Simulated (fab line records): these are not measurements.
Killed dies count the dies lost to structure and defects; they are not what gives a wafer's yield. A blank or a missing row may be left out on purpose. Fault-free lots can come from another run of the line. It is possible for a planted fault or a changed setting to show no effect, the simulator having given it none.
Chamber matching || flow sky130 || 4 sister chambers for SKY_VIA4_CMP_02 on cmp-02
The step polishes SiO2. 4 wafers are shown with their chamber, then 7 later ones without.

== WAFERS WITH THEIR CHAMBER ==
{"wafer": "L078.4", "chamber": 0, "motorCurrentA (A)": 12.5}
{"wafer": "L079.6", "chamber": 2, "motorCurrentA (A)": 11.2}
{"wafer": "L094.1", "chamber": 3, "motorCurrentA (A)": 13.7}
{"wafer": "L094.2", "chamber": 1, "motorCurrentA (A)": 10.4}

== WAFERS WITHOUT THEIR CHAMBER ==
{"wafer": "L094.3", "motorCurrentA (A)": 12.5}
{"wafer": "L094.4", "motorCurrentA (A)": 12.6}
{"wafer": "L094.5", "motorCurrentA (A)": 10.9}
{"wafer": "L094.6", "motorCurrentA (A)": 12.1}
{"wafer": "L092.1", "motorCurrentA (A)": 13.5}
{"wafer": "L092.3", "motorCurrentA (A)": 12.0}
{"wafer": "L092.6", "motorCurrentA (A)": 11.6}

== EACH ONE'S CHAMBER ==
{"wafer": "L094.3", "from the rows above": 0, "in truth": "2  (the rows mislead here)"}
{"wafer": "L094.4", "from the rows above": 0, "in truth": 0}
{"wafer": "L094.5", "from the rows above": "can't be placed: 2 or 1", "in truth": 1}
{"wafer": "L094.6", "from the rows above": "can't be placed: 0 or 2", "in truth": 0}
{"wafer": "L092.1", "from the rows above": 3, "in truth": 3}
{"wafer": "L092.3", "from the rows above": "can't be placed: 0 or 2", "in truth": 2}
{"wafer": "L092.6", "from the rows above": "can't be placed: 2 or 0", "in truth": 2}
Correctly placed: 2 of 7. Unplaceable from these rows: 4, with the true chamber sitting among the candidates in 4. 1 placed wrongly.
How it was worked out, from the rows above alone: a wafer's distance from a chamber is the root of the sum, over the readings, of the square of ((its reading less the chamber's mean) divided by the reading's scatter). If the next closest chamber is less than 2 further off than the closest, the wafer can't be placed; otherwise it belongs to the closest. For every chamber, the mean is computed from those of its wafers that are shown. The scatter: root of mean squared gap, hidden wafer to nearest shown wafer, with one shown wafer a chamber.
